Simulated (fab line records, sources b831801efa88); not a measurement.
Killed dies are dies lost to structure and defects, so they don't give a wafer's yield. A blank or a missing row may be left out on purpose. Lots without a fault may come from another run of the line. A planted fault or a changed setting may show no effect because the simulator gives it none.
fab line records | flow gf180mcu
record lots=5 wafers=15 last_day=34
route steps=602 shown MIM@513 M5@526 V5@540
lots that met no fault: from a run of the same line without faults
start_h: hours from the record's first day to the start of the lot's first wafer shown | wait_h: hours since the lot's step before | " the same as in the row above | L1.1+2: a row that stands for several wafers | - no value, or no start given | * or withheld: withheld | < > ~ a bound
route shown NAME@n: a module of which the file shows steps, and the number in the route of the first | usual: mean/standard deviation of fault-free wafers | same: alike in all rows | chamber/n: place in a boat | sites: the reading at each site | _std_site: their standard deviation | _edge_site: outer sites' mean less inner sites' | radius_mm: how far each site lies from the wafer's centre | mask NAME#n: copy n | behind: the tool/chamber that last shaped the wafer | hold: why the lot was held/for how many hours/how that ended | device: the transistor (n, p or np) that didn't switch | end of line: the same wafers' tests at the end of the route | a step without rows: its recipe alone | killed: dies lost to structure and defects at the first sort, not the wafer's yield | map: a wafer's dies, x killed, . not, _ none there
set.NAME: the setting as run; set.NAME@STEP: as run at that earlier step | model.NAME: the simulator's own value behind a step, which no gauge read
lots at some steps of the route; a table a step, a row a wafer
services: from which hour (start_h, from the record's first day; less than 0 if before it) a tool's chamber was out of use, for how many hours, and why
## steps
# step GF_MIM_RS_MEAS_10
# recipe thk_meas_gauge=four-point-probe reads=TiN_of_MIM_SPUTTER_09+AlCu_of_MIM_SPUTTER_08+TiN_of_MIM_SPUTTER_07
# usual MIM_ALCU_RS=0.1606/0.0021
# columns lot.wafer tool chamber start_h wait_h MIM_ALCU_RS[ohm/sq]
L082.1 film_metro-02 - 630.65 0.0 0.1602
L082.3 " - " " 0.1608
L082.5 " - " " 0.1616
L088.1 film_metro-03 - 677.45 0.0 0.1607
L088.3 " - " " 0.1620
L088.6 " - " " 0.1628
L092.1 film_metro-01 - 698.58 0.0 0.1608
L092.3 " - " " 0.1621
L092.5 " - " " 0.1603
L095.3 film_metro-01 - 720.20 0.1 0.1578
L095.5 " - " " 0.1573
L095.6 " - " " 0.1568
L096.2 film_metro-02 - 726.14 0.0 0.1612
L096.4 " - " " 0.1603
L096.5 " - " " 0.1618
# step GF_MIM_THK_MEAS_11
# recipe thk_meas_gauge=xrf reads=AlCu_of_MIM_SPUTTER_08
# usual MIM_ALCU_THK=197.7/2.5
# columns lot.wafer tool chamber start_h wait_h MIM_ALCU_THK[nm]
L082.1 film_metro-02 - 630.77 0.1 198.0
L082.3 " - " " 198.1
L082.5 " - " " 196.5
L088.1 film_metro-03 - 677.57 0.1 199.5
L088.3 " - " " 198.0
L088.6 " - " " 195.5
L092.1 film_metro-01 - 698.70 0.1 197.5
L092.3 " - " " 194.2
L092.5 " - " " 197.2
L095.3 film_metro-01 - 720.30 0.1 198.5
L095.5 " - " " 200.8
L095.6 " - " " 200.7
L096.2 film_metro-02 - 726.25 0.1 197.1
L096.4 " - " " 197.5
L096.5 " - " " 196.5
# step GF_MIM_DEHYDRATE_12
# recipe temp_c=200 time_s=60
# usual heater_power_total_W=160.35/0.13
# columns lot.wafer tool chamber start_h wait_h heater_power_total_W
L082.1 litho_track-03 0 640.03 9.3 160.42
L082.3 " 0 " " 160.19
L082.5 " 0 " " 160.31
L088.1 litho_track-03 0 686.03 8.5 160.43
L088.3 " 0 " " 160.57
L088.6 " 0 " " 160.12
L092.1 litho_track-03 0 706.58 7.9 160.35
L092.3 " 0 " " 160.44
L092.5 " 0 " " 160.49
L095.3 litho_track-01 0 728.27 8.0 160.28
L095.5 " 0 " " 160.16
L095.6 " 0 " " 160.46
L096.2 litho_track-04 0 734.58 8.3 160.20
L096.4 " 0 " " 160.40
L096.5 " 0 " " 160.39
# step GF_MIM_HMDS_13
# recipe prime_time_s=60 prime_temp_c=120
# columns lot.wafer tool chamber start_h wait_h
L082.1+3+5 litho_track-03 0 640.18 0.1
L088.1+3+6 litho_track-03 0 686.18 0.1
L092.1+3+5 litho_track-03 0 706.73 0.1
L095.3+5+6 litho_track-01 0 728.42 0.1
L096.2+4+5 litho_track-04 0 734.73 0.1
# step GF_MIM_COAT_14
# recipe resist=NOVOLAK spin_rpm=3000 resist_thk_nm=1000
# usual dispense_pressure_kPa=44.4/0.3
# columns lot.wafer tool chamber start_h wait_h dispense_pressure_kPa
L082.1 litho_track-03 0 640.33 0.1 44.6
L082.3 " 0 " " 44.6
L082.5 " 0 " " 44.5
L088.1 litho_track-03 0 686.33 0.1 44.5
L088.3 " 0 " " 44.6
L088.6 " 0 " " 44.6
L092.1 litho_track-03 0 706.88 0.1 44.6
L092.3 " 0 " " 44.6
L092.5 " 0 " " 44.6
L095.3 litho_track-01 0 728.57 0.1 44.4
L095.5 " 0 " " 44.4
L095.6 " 0 " " 44.4
L096.2 litho_track-04 0 734.88 0.1 43.8
L096.4 " 0 " " 43.8
L096.5 " 0 " " 43.8
# step GF_MIM_SOFTBAKE_15
# recipe temp_c=90 time_s=60 resist=NOVOLAK
# usual heater_power_total_W=56.59/0.049
# columns lot.wafer tool chamber start_h wait_h heater_power_total_W
L082.1 litho_track-03 0 640.48 0.1 56.53
L082.3 " 0 " " 56.61
L082.5 " 0 " " 56.58
L088.1 litho_track-03 0 686.48 0.1 56.60
L088.3 " 0 " " 56.64
L088.6 " 0 " " 56.60
L092.1 litho_track-03 0 707.03 0.1 56.58
L092.3 " 0 " " 56.59
L092.5 " 0 " " 56.66
L095.3 litho_track-01 0 728.72 0.1 56.67
L095.5 " 0 " " 56.55
L095.6 " 0 " " 56.64
L096.2 litho_track-04 0 735.03 0.1 56.61
L096.4 " 0 " " 56.45
L096.5 " 0 " " 56.52
# step GF_MIM_EXPOSE_16
# recipe mask_id=FuseTop target_cd_nm=2000 na=0.6 source_shape=conventional sigma_outer=0.6 dose_mj=140
# same na=0.6
# columns lot.wafer tool chamber start_h wait_h mask
L082.1+3+5 iline_stepper-01 0 - - FuseTop#0
L088.1+3+6 iline_stepper-01 0 - - FuseTop#0
L092.1+3+5 iline_stepper-02 0 - - FuseTop#0
L095.3+5+6 iline_stepper-01 0 - - FuseTop#0
L096.2+4+5 iline_stepper-02 0 - - FuseTop#0
# step GF_MIM_PEB_17
# recipe temp_c=withheld time_s=* resist=NOVOLAK
# columns lot.wafer tool chamber start_h wait_h
L082.1+3+5 litho_track-01 0 - -
L088.1+3+6 litho_track-04 0 - -
L092.1+3+5 litho_track-01 0 - -
L095.3+5+6 litho_track-03 0 - -
L096.2+4+5 litho_track-03 0 - -
# step GF_MIM_DEVELOP_18
# recipe develop_time_s=60 dev_temp_c=23
# columns lot.wafer tool chamber start_h wait_h
L082.1+3+5 litho_track-01 0 650.32 0.1
L088.1+3+6 litho_track-04 0 696.16 0.1
L092.1+3+5 litho_track-01 0 716.02 0.1
L095.3+5+6 litho_track-03 0 737.43 0.1
L096.2+4+5 litho_track-03 0 743.25 0.1
# step GF_MIM_METAL_ETCH_19
# recipe chemistry=Cl2/BCl3 mask_material=NOVOLAK stop_on=Si3N4 target_depth_nm=324.5 pressure_mtorr=8 icp_w=800 bias_w=140 Cl2_flow_sccm=80 bcl3_flow_sccm=40 time_s=54.1
# usual bias_w=140.1/0.38 drypump_motor_current_A=5.7/0.33 oes_product_au=0.941/0.0066 throttle_valve_pct=28.284/0.01
# columns lot.wafer tool chamber start_h wait_h bias_w drypump_motor_current_A oes_product_au rf_hours_counter_h throttle_valve_pct
L082.1 rie_metal-03 0 650.47 0.1 140.8 5.7 0.940 0 28.282
L082.3 " 0 " " 140.5 5.7 0.942 - 28.288
L082.5 " 1 " " 139.9 5.7 0.934 - 28.275
L088.1 rie_metal-03 0 696.31 0.1 140.1 5.7 0.935 2 28.286
L088.3 " 1 " " 140.1 5.7 0.937 - 28.285
L088.6 " 0 " " 140.1 5.7 0.940 - 28.295
L092.1 rie_metal-03 0 716.17 0.1 140.3 5.7 0.947 3 28.272
L092.3 " 1 " " 140.0 5.7 0.942 - 28.300
L092.5 " 0 " " 140.3 5.8 0.943 - 28.281
L095.3 rie_metal-03 0 737.55 0.1 140.8 5.7 0.938 - 28.299
L095.5 " 1 " " 140.8 5.7 0.944 - 28.259
L095.6 " 0 " " 140.0 5.7 0.956 - 28.268
L096.2 rie_metal-03 1 743.38 0.1 140.2 5.7 0.939 2 28.279
L096.4 " 1 " " 140.3 5.7 0.948 - 28.303
L096.5 " 1 " " 140.2 5.7 0.929 - 28.280
# step GF_MIM_STRIP_20
# recipe chemistry=O2/N2 power_w=1400 pressure_mtorr=1500 platen_temp_c=250 o2_flow_sccm=3000 n2_flow_sccm=300 overash_fraction=0.5
# usual drypump_motor_current_A=5.4/0.37 heater_power_w=340/19 oes_product_au=0.692/0.0049 strip_time_to_endpoint_s=11.23/0.044
# same overash_fraction=0.5
# columns lot.wafer tool chamber start_h wait_h drypump_motor_current_A heater_power_w oes_product_au rf_hours_counter_h strip_time_to_endpoint_s
L082.1 plasma_asher-02 1 650.54 0.0 6.0 307 0.703 59 11.29
L082.3 " 0 " " 5.4 327 0.696 - 11.27
L082.5 " 1 " " 6.0 315 0.691 - 11.26
L088.1 plasma_asher-03 0 696.38 0.0 6.1 322 0.691 88 11.28
L088.3 " 0 " " 6.1 317 0.700 - 11.29
L088.6 " 0 " " 6.1 327 0.701 - 11.31
L092.1 plasma_asher-01 1 716.24 0.0 5.1 376 0.700 32 11.22
L092.3 " 1 " " 5.1 369 0.689 - 11.25
L092.5 " 1 " " 5.1 361 0.699 - 11.25
L095.3 plasma_asher-03 1 737.63 0.1 5.5 346 0.690 - 11.17
L095.5 " 1 " " 5.5 351 0.690 - 11.16
L095.6 " 0 " " 6.1 317 0.686 - 11.18
L096.2 plasma_asher-01 0 743.50 0.1 5.2 339 0.701 35 11.24
L096.4 " 1 " " 5.1 367 0.684 - 11.23
L096.5 " 1 " " 5.1 364 0.692 - 11.23
# step GF_MIM_STRIP_21
# recipe chemistry=post_etch_residue_remover time_s=1200 temp_c=72.5
# columns lot.wafer tool chamber start_h wait_h
L082.1+3+5 wet_bench-01 2 650.64 0.1
L088.1+3+6 wet_bench-02 2 696.48 0.1
L092.1+3+5 wet_bench-04 3 716.34 0.1
L095.3+5+6 wet_bench-04 3 737.70 0.0
L096.2+4+5 wet_bench-04 1 743.60 0.1
# step GF_MIM_CLEAN_22
# recipe chemistry=DIW dry=n2_spin
# columns lot.wafer tool chamber start_h wait_h
L082.1+3+5 wet_bench-04 3 650.99 0.0
L088.1+3+6 wet_bench-01 0 696.82 0.0
L092.1+3+5 wet_bench-02 3 717.03 0.0
L095.3+5+6 wet_bench-02 0 738.04 0.0
L096.2+4+5 wet_bench-01 1 743.94 0.0
# step GF_M5_DEHYDRATE_00
# recipe temp_c=200 time_s=60
# usual heater_power_total_W=160.40/0.13
# columns lot.wafer tool chamber start_h wait_h heater_power_total_W
L082.1 litho_track-01 0 659.82 8.7 160.27
L082.3 " 0 " " 160.62
L082.5 " 0 " " 160.40
L088.1 litho_track-02 0 705.25 8.3 160.25
L088.3 " 0 " " 160.65
L088.6 " 0 " " 160.51
L092.1 litho_track-01 0 725.12 8.0 160.41
L092.3 " 0 " " 160.35
L092.5 " 0 " " 160.58
L095.3 litho_track-03 0 746.28 8.1 160.30
L095.5 " 0 " " 160.23
L095.6 " 0 " " 160.34
L096.2 litho_track-03 0 752.40 8.4 160.32
L096.4 " 0 " " 160.30
L096.5 " 0 " " 160.13
# step GF_M5_HMDS_01
# recipe prime_time_s=60 prime_temp_c=120
# columns lot.wafer tool chamber start_h wait_h
L082.1+3+5 litho_track-01 0 659.97 0.1
L088.1+3+6 litho_track-02 0 705.40 0.1
L092.1+3+5 litho_track-01 0 725.27 0.1
L095.3+5+6 litho_track-03 0 746.43 0.1
L096.2+4+5 litho_track-03 0 752.55 0.1
# step GF_M5_COAT_02
# recipe resist=KrF spin_rpm=withheld resist_thk_nm=1000
# usual dispense_pressure_kPa=45.2/1.2
# columns lot.wafer tool chamber start_h wait_h dispense_pressure_kPa
L082.1 litho_track-01 0 660.12 0.1 44.5
L082.3 " 0 " " 44.4
L082.5 " 0 " " 44.4
L088.1 litho_track-02 0 705.55 0.1 47.3
L088.3 " 0 " " 47.3
L088.6 " 0 " " 47.4
L092.1 litho_track-01 0 725.42 0.1 44.4
L092.3 " 0 " " 44.4
L092.5 " 0 " " 44.4
L095.3 litho_track-03 0 746.58 0.1 44.5
L095.5 " 0 " " 44.5
L095.6 " 0 " " 44.5
L096.2 litho_track-03 0 752.70 0.1 44.5
L096.4 " 0 " " 44.4
L096.5 " 0 " " 44.5
# step GF_M5_SOFTBAKE_03
# recipe temp_c=130 time_s=60 resist=KrF
# usual heater_power_total_W=93.05/0.06
# columns lot.wafer tool chamber start_h wait_h heater_power_total_W
L082.1 litho_track-01 0 660.27 0.1 93.13
L082.3 " 0 " " 93.09
L082.5 " 0 " " 93.10
L088.1 litho_track-02 0 705.70 0.1 93.13
L088.3 " 0 " " 92.88
L088.6 " 0 " " 93.07
L092.1 litho_track-01 0 725.57 0.1 93.02
L092.3 " 0 " " 93.11
L092.5 " 0 " " 93.04
L095.3 litho_track-03 0 746.73 0.1 93.07
L095.5 " 0 " " 93.03
L095.6 " 0 " " 92.95
L096.2 litho_track-03 0 752.85 0.1 93.06
L096.4 " 0 " " 93.20
L096.5 " 0 " " 93.05
# step GF_M5_EXPOSE_04
# recipe mask_id=Metal5 target_cd_nm=280 na=0.68 source_shape=conventional sigma_outer=0.6 dose_mj=28
# same na=0.68
# columns lot.wafer tool chamber start_h wait_h mask
L082.1+3+5 krf_scanner-02 0 - - Metal5#0
L088.1+3+6 krf_scanner-02 0 - - Metal5#0
L092.1+3+5 krf_scanner-01 0 - - Metal5#0
L095.3+5+6 krf_scanner-01 0 - - Metal5#0
L096.2+4+5 krf_scanner-02 0 - - Metal5#0
# step GF_M5_PEB_05
# recipe peb_temp_c=135 peb_time_s=90 resist=KrF
# usual heater_power_total_W=85.71/0.081
# columns lot.wafer tool chamber start_h wait_h heater_power_total_W
L082.1 litho_track-02 0 - - 85.67
L082.3 " 0 " " 85.61
L082.5 " 0 " " 85.60
L088.1 litho_track-01 0 - - 85.71
L088.3 " 0 " " 85.70
L088.6 " 0 " " 85.56
L092.1 litho_track-01 0 - - 85.80
L092.3 " 0 " " 85.63
L092.5 " 0 " " 85.67
L095.3 litho_track-02 0 - - 85.72
L095.5 " 0 " " 85.84
L095.6 " 0 " " 85.81
L096.2 litho_track-01 0 - - 85.78
L096.4 " 0 " " 85.72
L096.5 " 0 " " 85.84
# step GF_M5_DEVELOP_06
# recipe develop_time_s=60 dev_temp_c=21
# columns lot.wafer tool chamber start_h wait_h
L082.1+3+5 litho_track-02 0 670.00 0.2
L088.1+3+6 litho_track-01 0 714.47 0.2
L092.1+3+5 litho_track-01 0 734.57 0.2
L095.3+5+6 litho_track-02 0 755.05 0.1
L096.2+4+5 litho_track-01 0 760.70 0.2
# step GF_M5_CD_MEAS_07
# recipe target_cd_nm=280
# usual cd_nm=279.9/0.97
# columns lot.wafer tool chamber start_h wait_h cd_nm
L082.1 cd_sem-01 - 670.15 0.1 279.2
L082.3 " - " " 280.1
L082.5 " - " " 279.3
L088.1 cd_sem-02 - 714.62 0.1 280.8
L088.3 " - " " 280.4
L088.6 " - " " 280.4
L092.1 cd_sem-01 - 734.72 0.1 280.7
L092.3 " - " " 280.6
L092.5 " - " " 280.6
L095.3 cd_sem-01 - 755.19 0.1 279.8
L095.5 " - " " 279.6
L095.6 " - " " 279.1
L096.2 cd_sem-02 - 760.84 0.1 279.8
L096.4 " - " " 279.9
L096.5 " - " " 280.2
# step GF_M5_OVL_MEAS_08
# usual M5_OVL=5/6
# columns lot.wafer tool chamber start_h wait_h M5_OVL[nm]
L082.1 overlay-02 - 670.27 0.1 16
L082.3 " - " " 6
L082.5 " - " " 7
L088.1 overlay-02 - 714.74 0.1 1
L088.3 " - " " 2
L088.6 " - " " -8
L092.1 overlay-02 - 734.84 0.1 2
L092.3 " - " " -1
L092.5 " - " " -3
L095.3 overlay-02 - 755.28 0.1 8
L095.5 " - " " 8
L095.6 " - " " 10
L096.2 overlay-01 - 760.95 0.1 -3
L096.4 " - " " 10
L096.5 " - " " 15
# step GF_M5_ETCH_09
# recipe chemistry=CF4/O2 target=Si3N4 target_depth_nm=52 source_w=800 bias_w=150 pressure_mtorr=150 cf4_flow_sccm=80 O2_flow_sccm=10 time_s=11.6
# usual O2_flow_sccm=10.01/0.031 bias_w=150.0/0.47 drypump_motor_current_A=5.59/0.25 oes_product_au=0.998/0.011 throttle_valve_pct=5.969/0.0095
# columns lot.wafer tool chamber start_h wait_h O2_flow_sccm bias_w drypump_motor_current_A oes_product_au rf_hours_counter_h throttle_valve_pct
L082.1 rie_diel-01 1 670.30 0.0 10.04 149.6 5.34 1.005 5 5.959
L082.3 " 0 " " 10.06 150.5 5.70 0.997 25 5.966
L082.5 " 1 " " 10.04 149.6 5.35 1.006 - 5.984
L088.1 rie_diel-02 2 714.78 0.0 9.99 150.7 5.21 0.994 27 5.980
L088.3 " 1 " " 9.98 149.4 6.08 0.989 8 5.971
L088.6 " 2 " " 10.03 150.8 5.21 0.997 - 5.963
L092.1 rie_diel-01 0 734.88 0.0 9.97 150.5 5.74 1.015 27 5.976
L092.3 " 1 " " 10.04 149.5 5.33 1.004 7 5.983
L092.5 " 2 " " 10.01 150.5 5.55 0.995 - 5.968
L095.3 rie_diel-03 0 755.30 0.0 10.02 149.7 5.91 0.976 11 5.971
L095.5 " 3 " " 10.04 150.2 5.88 0.984 - 5.955
L095.6 " 1 " " 9.95 150.0 5.50 1.000 - 5.977
L096.2 rie_diel-02 1 760.98 0.0 9.98 149.0 6.11 0.997 9 5.978
L096.4 " 1 " " 9.94 149.1 6.12 0.992 - 5.963
L096.5 " 3 " " 10.00 149.7 5.51 0.992 - 5.986
# step GF_M5_METAL_ETCH_10
# recipe chemistry=Cl2/BCl3 mask_material=KrF target_depth_nm=627.5 stop_on=SiO2 pressure_mtorr=8 icp_w=800 bias_w=140 Cl2_flow_sccm=80 bcl3_flow_sccm=40 time_s=104.6
# usual bias_w=140.0/0.37 drypump_motor_current_A=5.7/0.39 oes_product_au=0.971/0.007 throttle_valve_pct=28.252/0.011
# columns lot.wafer tool chamber start_h wait_h bias_w drypump_motor_current_A oes_product_au rf_hours_counter_h throttle_valve_pct
L082.1 rie_metal-01 1 670.33 0.0 140.2 5.1 0.976 1 28.271
L082.3 " 1 " " 139.2 5.0 0.965 - 28.269
L082.5 " 1 " " 139.5 5.0 0.952 - 28.274
L088.1 rie_metal-01 0 714.80 0.0 139.5 6.2 0.973 13 28.255
L088.3 " 0 " " 140.2 6.2 0.965 - 28.256
L088.6 " 1 " " 139.5 5.1 0.977 - 28.245
L092.1 rie_metal-02 0 734.90 0.0 140.3 5.7 0.975 11 28.251
L092.3 " 1 " " 139.8 6.2 0.974 - 28.247
L092.5 " 0 " " 139.5 5.7 0.958 - 28.266
L095.3 rie_metal-03 1 755.36 0.0 139.5 5.7 0.969 - 28.249
L095.5 " 0 " " 140.1 5.7 0.951 - 28.260
L095.6 " 1 " " 139.9 5.7 0.973 - 28.266
L096.2 rie_metal-02 0 761.04 0.0 140.1 5.7 0.976 - 28.244
L096.4 " 0 " " 139.3 5.7 0.962 - 28.254
L096.5 " 0 " " 139.8 5.8 0.976 - 28.247
# step GF_M5_STRIP_11
# recipe chemistry=O2/N2 power_w=1400 pressure_mtorr=1500 platen_temp_c=250 o2_flow_sccm=3000 n2_flow_sccm=300 overash_fraction=0.5
# usual drypump_motor_current_A=5.5/0.44 heater_power_w=321/12 oes_product_au=0.543/0.0047 strip_time_to_endpoint_s=7.54/0.042
# same overash_fraction=0.5
# columns lot.wafer tool chamber start_h wait_h drypump_motor_current_A heater_power_w oes_product_au rf_hours_counter_h strip_time_to_endpoint_s
L082.1 plasma_asher-04 1 670.44 0.1 4.8 315 0.546 102 7.61
L082.3 " 1 " " 4.8 310 0.546 - 7.61
L082.5 " 0 " " 5.5 325 0.551 - 7.63
L088.1 plasma_asher-04 0 714.95 0.1 5.5 321 0.536 106 7.50
L088.3 " 1 " " 4.8 302 0.543 - 7.48
L088.6 " 0 " " 5.6 320 0.542 - 7.55
L092.1 plasma_asher-03 1 735.01 0.1 5.4 337 0.546 92 7.49
L092.3 " 1 " " 5.4 346 0.547 - 7.51
L092.5 " 1 " " 5.5 341 0.539 - 7.50
L095.3 plasma_asher-04 1 755.47 0.1 4.8 307 0.543 - 7.54
L095.5 " 0 " " 5.6 315 0.544 - 7.56
L095.6 " 1 " " 4.8 305 0.546 - 7.50
L096.2 plasma_asher-02 0 761.23 0.1 5.4 315 0.548 69 7.52
L096.4 " 0 " " 5.4 314 0.546 - 7.51
L096.5 " 0 " " 5.4 317 0.536 - 7.49
# step GF_M5_STRIP_12
# recipe chemistry=post_etch_residue_remover time_s=1200 temp_c=72.5
# columns lot.wafer tool chamber start_h wait_h
L082.1+3+5 wet_bench-03 0 670.54 0.1
L088.1+3+6 wet_bench-02 0 715.05 0.1
L092.1+3+5 wet_bench-02 1 735.11 0.1
L095.3+5+6 wet_bench-03 2 755.54 0.0
L096.2+4+5 wet_bench-02 0 761.33 0.1
# step GF_M5_CLEAN_13
# recipe chemistry=DIW dry=n2_spin
# columns lot.wafer tool chamber start_h wait_h
L082.1+3+5 wet_bench-04 3 670.88 0.0
L088.1+3+6 wet_bench-03 1 715.39 0.0
L092.1+3+5 wet_bench-03 2 735.52 0.0
L095.3+5+6 wet_bench-02 2 755.88 0.0
L096.2+4+5 wet_bench-04 3 761.70 0.0
# step GF_V5_CVD_00
# recipe material=SiO2 target_thk_nm=300 sigma_open_frac=0.3 temp_c=400 time_s=50 sih4_flow_sccm=60 pressure_mtorr=6
# usual sih4_flow_sccm=59.98/0.18 susceptor_temp_C=400.02/0.23
# columns lot.wafer tool chamber start_h wait_h sih4_flow_sccm susceptor_temp_C
L082.1 hdpcvd-02 1 670.97 0.0 60.09 399.98
L082.3 " 2 " " 60.21 400.09
L082.5 " 1 " " 60.24 400.07
L088.1 hdpcvd-02 0 715.49 0.0 59.98 399.58
L088.3 " 1 " " 59.94 400.12
L088.6 " 1 " " 60.01 399.64
L092.1 hdpcvd-01 2 735.61 0.0 60.07 399.83
L092.3 " 1 " " 59.73 400.37
L092.5 " 1 " " 59.88 400.50
L095.3 hdpcvd-02 2 755.98 0.0 60.13 400.37
L095.5 " 2 " " 59.91 399.99
L095.6 " 0 " " 59.91 399.90
L096.2 hdpcvd-02 1 761.80 0.0 59.72 399.71
L096.4 " 0 " " 60.15 400.02
L096.5 " 2 " " 59.91 400.21
# step GF_V5_THK_MEAS_01
# recipe reads=SiO2_of_V5_CVD_00
# usual V5_CVD_00_THK=301/3.5
# columns lot.wafer tool chamber start_h wait_h V5_CVD_00_THK[nm]
L082.1 film_metro-04 - 671.04 0.0 292
L082.3 " - " " 298
L082.5 " - " " 295
L088.1 film_metro-03 - 715.54 0.0 302
L088.3 " - " " 300
L088.6 " - " " 295
L092.1 film_metro-04 - 735.66 0.0 295
L092.3 " - " " 303
L092.5 " - " " 301
L095.3 film_metro-03 - 756.04 0.0 305
L095.5 " - " " 302
L095.6 " - " " 304
L096.2 film_metro-04 - 761.85 0.0 298
L096.4 " - " " 302
L096.5 " - " " 304
# step GF_V5_CVD_02
# recipe material=SiO2 target_thk_nm=1450 precursor=TEOS temp_c=400 time_s=163.28 rf_w=600
# usual heater_power_w=662/87 susceptor_temp_C=400.01/0.24
# columns lot.wafer tool chamber start_h wait_h heater_power_w susceptor_temp_C
L082.1 pecvd-02 0 671.10 0.1 615 399.74
L082.3 " 1 " " 575 399.99
L082.5 " 1 " " 638 399.73
L088.1 pecvd-01 1 715.60 0.1 627 400.03
L088.3 " 0 " " 713 399.90
L088.6 " 1 " " 530 399.38
L092.1 pecvd-01 1 735.72 0.1 637 400.22
L092.3 " 2 " " 656 400.34
L092.5 " 2 " " 508 400.15
L095.3 pecvd-01 2 756.08 0.0 548 400.17
L095.5 " 1 " " 688 399.71
L095.6 " 2 " " 607 400.39
L096.2 pecvd-01 0 761.90 0.0 614 400.00
L096.4 " 2 " " 518 400.22
L096.5 " 1 " " 540 399.95
# step GF_V5_THK_MEAS_03
# recipe reads=SiO2_of_V5_CVD_02
# usual V5_CVD_02_THK=1455/21
# columns lot.wafer tool chamber start_h wait_h V5_CVD_02_THK[nm]
L082.1 film_metro-01 - 671.21 0.1 1446
L082.3 " - " " 1457
L082.5 " - " " 1454
L088.1 film_metro-01 - 715.70 0.1 1418
L088.3 " - " " 1408
L088.6 " - " " 1449
L092.1 film_metro-04 - 735.82 0.1 1418
L092.3 " - " " 1448
L092.5 " - " " 1474
L095.3 film_metro-01 - 756.21 0.1 1429
L095.5 " - " " 1445
L095.6 " - " " 1455
L096.2 film_metro-03 - 762.02 0.1 1449
L096.4 " - " " 1464
L096.5 " - " " 1458
# step GF_V5_CMP_04
# recipe material=SiO2 down_force_psi=4 platen_rpm=60 pad_velocity_m_s=0.94248
# usual motor_current_A=12.3/1.2 retaining_ring_pressure_frac=1.001/0.0051
# columns lot.wafer tool chamber start_h wait_h motor_current_A retaining_ring_pressure_frac
L082.1 cmp-01 1 671.37 0.1 13.1 1.004
L082.3 " 2 " " 11.3 0.996
L082.5 " 0 " " 13.7 0.994
L088.3 cmp-02 0 715.76 0.0 10.9 1.012
L088.1 " 3 " " 13.7 1.007
L088.6 " 0 " " 11.4 1.006
L092.1 cmp-01 0 735.88 0.1 13.7 1.000
L092.3 " 2 " " 11.7 1.003
L092.5 " 0 " " 13.8 0.996
L095.3 cmp-02 3 756.35 0.1 12.5 1.006
L095.6 " 1 " " 10.1 0.998
L095.5 " 2 " " 13.3 0.992
L096.4 cmp-01 0 762.07 0.0 13.0 1.000
L096.2 " 2 " " 11.3 0.991
L096.5 " 0 " " 13.0 0.998
# step GF_V5_BOW_MEAS_05
# recipe mode=bow
# usual V5_BOW=134/8.5
# columns lot.wafer tool chamber start_h wait_h V5_BOW[um]
L082.1 film_metro-01 - 671.57 0.1 131
L082.3 " - " " 135
L082.5 " - " " 142
L088.1 film_metro-03 - 716.06 0.1 131
L088.3 " - " " 126
L088.6 " - " " 123
L092.1 film_metro-04 - 736.18 0.2 150
L092.3 " - " " 144
L092.5 " - " " 137
L095.3 film_metro-04 - 756.62 0.2 154
L095.5 " - " " 152
L095.6 " - " " 149
L096.2 film_metro-04 - 762.42 0.2 128
L096.4 " - " " 124
L096.5 " - " " 130
# step GF_V5_DEHYDRATE_06
# recipe temp_c=200 time_s=60
# usual heater_power_total_W=160.37/0.12
# columns lot.wafer tool chamber start_h wait_h heater_power_total_W
L082.1 litho_track-02 0 680.60 9.0 160.61
L082.3 " 0 " " 160.59
L082.5 " 0 " " 160.54
L088.1 litho_track-03 0 723.98 7.9 160.32
L088.3 " 0 " " 160.35
L088.6 " 0 " " 160.32
L092.1 litho_track-03 0 743.98 7.8 160.16
L092.3 " 0 " " 160.59
L092.5 " 0 " " 160.34
L095.3 litho_track-04 0 764.31 7.7 160.52
L095.5 " 0 " " 160.39
L095.6 " 0 " " 160.15
L096.2 litho_track-02 0 770.27 7.8 160.16
L096.4 " 0 " " 160.51
L096.5 " 0 " " 160.60
# step GF_V5_HMDS_07
# recipe prime_time_s=60 prime_temp_c=120
# columns lot.wafer tool chamber start_h wait_h
L082.1+3+5 litho_track-02 0 680.75 0.1
L088.1+3+6 litho_track-03 0 724.13 0.1
L092.1+3+5 litho_track-03 0 744.13 0.1
L095.3+5+6 litho_track-04 0 764.46 0.1
L096.2+4+5 litho_track-02 0 770.42 0.1
# step GF_V5_COAT_08
# recipe resist=BARC temp_c=withheld time_s=withheld spin_rpm=withheld resist_thk_nm=withheld
# usual dispense_pressure_kPa=45.2/1.6
# columns lot.wafer tool chamber start_h wait_h dispense_pressure_kPa
L082.1 litho_track-02 0 680.90 0.1 47.3
L082.3 " 0 " " 47.3
L082.5 " 0 " " 47.3
L088.1 litho_track-03 0 724.28 0.1 44.5
L088.3 " 0 " " 44.5
L088.6 " 0 " " 44.5
L092.1 litho_track-03 0 744.28 0.1 44.5
L092.3 " 0 " " 44.6
L092.5 " 0 " " 44.5
L095.3 litho_track-04 0 764.61 0.1 43.8
L095.5 " 0 " " 43.7
L095.6 " 0 " " 43.8
L096.2 litho_track-02 0 770.57 0.1 47.3
L096.4 " 0 " " 47.3
L096.5 " 0 " " 47.3
# step GF_V5_COAT_09
# recipe resist=KrF spin_rpm=withheld resist_thk_nm=1000
# usual dispense_pressure_kPa=45.2/1.6
# columns lot.wafer tool chamber start_h wait_h dispense_pressure_kPa
L082.1 litho_track-02 0 - - 47.3
L082.3 " 0 " " 47.3
L082.5 " 0 " " 47.3
L088.1 litho_track-03 0 - - 44.6
L088.3 " 0 " " 44.5
L088.6 " 0 " " 44.5
L092.1 litho_track-03 0 - - 44.5
L092.3 " 0 " " 44.5
L092.5 " 0 " " 44.5
L095.3 litho_track-04 0 - - 43.8
L095.5 " 0 " " 43.8
L095.6 " 0 " " 43.8
L096.2 litho_track-02 0 - - 47.4
L096.4 " 0 " " 47.4
L096.5 " 0 " " 47.4
## services
# columns tool chamber start_h hours kind
krf_scanner-02 - 621.54 1.0 pm
iline_stepper-01 - 621.74 6.6 repair
krf_scanner-02 - 623.83 0.8 pm
wet_bench-03 - 629.36 10.3 repair
krf_scanner-01 - 645.26 2.7 repair
iline_stepper-01 - 645.47 0.7 repair
krf_scanner-02 - 649.17 1.3 pm
krf_scanner-02 - 650.47 3.6 pm
iline_stepper-02 - 652.64 4.6 repair
iline_stepper-01 - 658.74 1.7 pm
hdpcvd-02 - 658.94 2.8 pm
hdpcvd-02 0 665.25 6.5 repair
pecvd-01 - 679.32 6.0 pm
iline_stepper-01 - 687.29 8.9 pm
plasma_asher-03 - 688.70 4.1 repair
wet_bench-04 - 696.07 5.8 repair
cmp-01 - 700.91 1.2 repair
plasma_asher-03 - 708.34 1.6 repair
cmp-01 - 718.70 4.0 repair
plasma_asher-04 - 733.75 9.0 pm
hdpcvd-02 1 733.90 6.5 repair
iline_stepper-01 - 761.61 4.4 pm
krf_scanner-02 - 763.26 8.4 repair
pecvd-01 - 765.78 2.6 repair
## key
fault none
